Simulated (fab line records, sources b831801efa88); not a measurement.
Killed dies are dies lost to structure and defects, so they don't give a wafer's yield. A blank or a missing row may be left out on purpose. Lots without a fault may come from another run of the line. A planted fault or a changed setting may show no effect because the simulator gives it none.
Which tool did it? | flow sky130 | 11 lots, 33 wafers sampled, at 6 steps of a route of 708

WHAT THE GAUGES READ, wafer by wafer
SKY_LI_CONTACT_CD_MEAS_12: target cd 170 nm.
lot  | measured     | on        | cd_nm (nm)
L795 | day 29 00:16 | cd_sem-01 | 170.3 170.7 170.1
L796 | day 29 06:56 | cd_sem-01 | 167.6 169.5 168.6
L797 | day 29 15:56 | cd_sem-02 | 169.1 170.7 169.1
L800 | day 31 02:50 | cd_sem-02 | 170.5 172.7 172.0
L804 | day 32 05:52 | cd_sem-02 | 171.2 169.2 171.8
L809 | day 34 04:55 | cd_sem-01 | 170.0 170.3 170.9
L814 | day 35 15:04 | cd_sem-01 | 170.2 169.9 168.5
L815 | day 35 18:10 | cd_sem-02 | 169.1 169.9 169.2
L816 | day 36 09:13 | cd_sem-01 | 172.4 170.9 171.4
L818 | day 37 02:40 | cd_sem-01 | 170.9 170.8 170.6
L817 | day 37 02:58 | cd_sem-01 | 168.2 168.6 167.9

SKY_LI_CONTACT_RS_MEAS_22: measures by four-point-probe.
lot  | measured     | on            | LI_CONTACT_W_RS (ohm/sq)
L795 | day 29 01:07 | film_metro-03 | 0.287 0.289 0.291
L796 | day 29 07:47 | film_metro-04 | 0.284 0.287 0.286
L797 | day 29 16:48 | film_metro-03 | 0.288 0.281 0.288
L800 | day 31 03:40 | film_metro-03 | 0.287 0.288 0.285
L804 | day 32 06:43 | film_metro-01 | 0.287 0.313 0.312 0.287 0.313 0.312
L809 | day 34 05:46 | film_metro-03 | 0.285 0.286 0.287
L814 | day 35 15:55 | film_metro-03 | 0.287 0.284 0.289
L815 | day 35 19:04 | film_metro-04 | 0.292 0.297 0.292
L816 | day 36 10:04 | film_metro-04 | 0.292 0.286 0.290
L818 | day 37 03:32 | film_metro-04 | 0.291 0.285 0.286
L817 | day 37 03:49 | film_metro-01 | 0.288 0.285 0.287

SKY_LI_CONTACT_THK_MEAS_23: measures by xrf.
lot  | measured     | on            | LI_CONTACT_W_THK (nm)
L795 | day 29 01:14 | film_metro-03 | 398 394 393
L796 | day 29 07:53 | film_metro-04 | 418 411 413
L797 | day 29 16:55 | film_metro-03 | 396 406 395
L800 | day 31 03:47 | film_metro-03 | 401 402 404
L804 | day 32 09:27 | film_metro-01 | 406 371 374 408 368 373
L809 | day 34 05:53 | film_metro-03 | 404 397 402
L814 | day 35 16:02 | film_metro-03 | 402 403 399
L815 | day 35 19:11 | film_metro-04 | 399 395 400
L816 | day 36 10:11 | film_metro-04 | 394 404 402
L818 | day 37 03:38 | film_metro-04 | 403 410 410
L817 | day 37 03:56 | film_metro-01 | 409 411 407

WHICH TOOL RAN EACH LOT (tool, then ch and the chambers of the sampled wafers, then the start)
lot  | SKY_SD_P_STRIP_10                    | SKY_RES_XHIGH_STRIP_08               | SKY_LI_CONTACT_CVD_21
L795 | plasma_asher-04 ch 0,1, day 25 07:58 | plasma_asher-02 ch 0,1, day 26 13:19 | cvd_w-02 ch 0,1, day 29 00:59
L796 | plasma_asher-02 ch 1, day 25 15:02   | plasma_asher-03 ch 0,1, day 26 20:16 | cvd_w-01 ch 0, day 29 07:38
L797 | plasma_asher-04 ch 0,1, day 26 01:43 | plasma_asher-01 ch 0,1, day 27 06:22 | cvd_w-02 ch 0,1, day 29 16:39
L800 | plasma_asher-01 ch 0, day 27 10:35   | plasma_asher-02 ch 0,1, day 28 14:46 | cvd_w-02 ch 0,1, day 31 03:32
L804 | plasma_asher-01 ch 0,1, day 28 17:31 | plasma_asher-02 ch 0,1, day 29 21:31 | cvd_w-02 ch 0,1, day 32 06:35
L809 | plasma_asher-02 ch 0,1, day 30 15:53 | plasma_asher-03 ch 0,1, day 31 20:10 | cvd_w-01 ch 0,1, day 34 05:38
L814 | plasma_asher-02 ch 0,1, day 32 05:04 | plasma_asher-02 ch 0,1, day 33 08:28 | cvd_w-01 ch 0,1, day 35 15:47
L815 | plasma_asher-01 ch 0,1, day 32 07:58 | plasma_asher-01 ch 0,1, day 33 11:34 | cvd_w-02 ch 0,1, day 35 18:56
L816 | plasma_asher-04 ch 0,1, day 32 23:38 | plasma_asher-01 ch 0,1, day 34 02:52 | cvd_w-02 ch 0,1, day 36 09:56
L818 | plasma_asher-02 ch 0,1, day 33 17:51 | plasma_asher-01 ch 0,1, day 34 20:10 | cvd_w-01 ch 0,1, day 37 03:25
L817 | plasma_asher-04 ch 1, day 33 17:56   | plasma_asher-02 ch 0,1, day 34 20:37 | cvd_w-02 ch 0,1, day 37 03:41
- SKY_SD_P_STRIP_10: strips in O2/N2.
- SKY_RES_XHIGH_STRIP_08: strips in O2/N2.
- SKY_LI_CONTACT_CVD_21: deposits W, target thk 400 nm, time 120.56 s.

WHAT THE TOOLS THEMSELVES READ (means of the sampled wafers that have a number; where no wafer has one, the mark that the record gives instead)
SKY_SD_P_STRIP_10.
lot  | tool            | drypump_motor_current_A (A) | oes_product_au (a.u.) | strip_time_to_endpoint_s (s)
L795 | plasma_asher-04 | 6.0                         | 0.618                 | 17.51
L796 | plasma_asher-02 | 5.4                         | 0.617                 | 17.49
L797 | plasma_asher-04 | 6.0                         | 0.611                 | 17.45
L800 | plasma_asher-01 | 5.3                         | 0.617                 | 17.47
L804 | plasma_asher-01 | 5.2                         | 0.617                 | 17.55
L809 | plasma_asher-02 | 5.7                         | 0.612                 | 17.48
L814 | plasma_asher-02 | 5.6                         | 0.614                 | 17.47
L815 | plasma_asher-01 | 5.2                         | 0.616                 | 17.51
L816 | plasma_asher-04 | 6.1                         | 0.620                 | 17.58
L818 | plasma_asher-02 | 5.6                         | 0.617                 | 17.47
L817 | plasma_asher-04 | 6.1                         | 0.620                 | 17.49

SKY_RES_XHIGH_STRIP_08.
lot  | tool            | drypump_motor_current_A (A) | oes_product_au (a.u.) | strip_time_to_endpoint_s (s)
L795 | plasma_asher-02 | 5.7                         | 0.713                 | 14.26
L796 | plasma_asher-03 | 6.1                         | 0.709                 | 14.25
L797 | plasma_asher-01 | 5.2                         | 0.713                 | 14.27
L800 | plasma_asher-02 | 5.6                         | 0.710                 | 14.25
L804 | plasma_asher-02 | 5.6                         | 0.709                 | 14.22
L809 | plasma_asher-03 | 6.3                         | 0.713                 | 14.26
L814 | plasma_asher-02 | 5.7                         | 0.706                 | 14.34
L815 | plasma_asher-01 | 5.2                         | 0.712                 | 14.30
L816 | plasma_asher-01 | 5.2                         | 0.716                 | 14.31
L818 | plasma_asher-01 | 5.2                         | 0.713                 | 14.26
L817 | plasma_asher-02 | 5.6                         | 0.708                 | 14.28

SKY_LI_CONTACT_CVD_21.
lot  | tool     | chamber_pressure_Torr (Torr) | heater_power_w (W)
L795 | cvd_w-02 | 39.98                        | 918
L796 | cvd_w-01 | 40.11                        | 855
L797 | cvd_w-02 | 40.05                        | 887
L800 | cvd_w-02 | 39.94                        | 918
L804 | cvd_w-02 | 36.22                        | 874
L809 | cvd_w-01 | 40.02                        | 888
L814 | cvd_w-01 | 40.10                        | 866
L815 | cvd_w-02 | 40.12                        | 923
L816 | cvd_w-02 | 39.99                        | 880
L818 | cvd_w-01 | 40.04                        | 881
L817 | cvd_w-02 | 40.07                        | 921

THE ANSWER, worked out from the rows above alone
Rule: what is usual is taken from the lots themselves. Put in order of their means at a reading, lots are off if they are a third of the lots or fewer, leave a main group of 4 or more, and stand apart from it by a gap of 3 or more times the standard deviation of the main group's means; of several such gaps the widest counts. A main group whose means are all the same, to the digits that the tables above print for the reading, isn't used. A lot without any number at a reading at which 4 lots or more have one is off too. The other lots that the step has rows for count as sound. The gauges are gone through in route order, then the tools' own readings, and for those a lot's mean is taken as printed above. The first step at which some lot is off is used, and at that step the reading that is off furthest; a lot without a number counts as furthest.
Off: L804, at SKY_LI_CONTACT_RS_MEAS_22 (LI_CONTACT_W_RS). The main group: mean 0.288 ohm/sq, standard deviation 0.0023.
A tool fits if, at a process step before that reading, it ran every lot that is off, and no sound lot after the first of them. The gauges at SKY_LI_CONTACT_RS_MEAS_22 aren't tried: what is off there is off at SKY_LI_CONTACT_CVD_21 too, on other tools, and a gauge's error can't cause that. None of those tried fits.

WHAT THE SIMULATOR HAD PUT IN
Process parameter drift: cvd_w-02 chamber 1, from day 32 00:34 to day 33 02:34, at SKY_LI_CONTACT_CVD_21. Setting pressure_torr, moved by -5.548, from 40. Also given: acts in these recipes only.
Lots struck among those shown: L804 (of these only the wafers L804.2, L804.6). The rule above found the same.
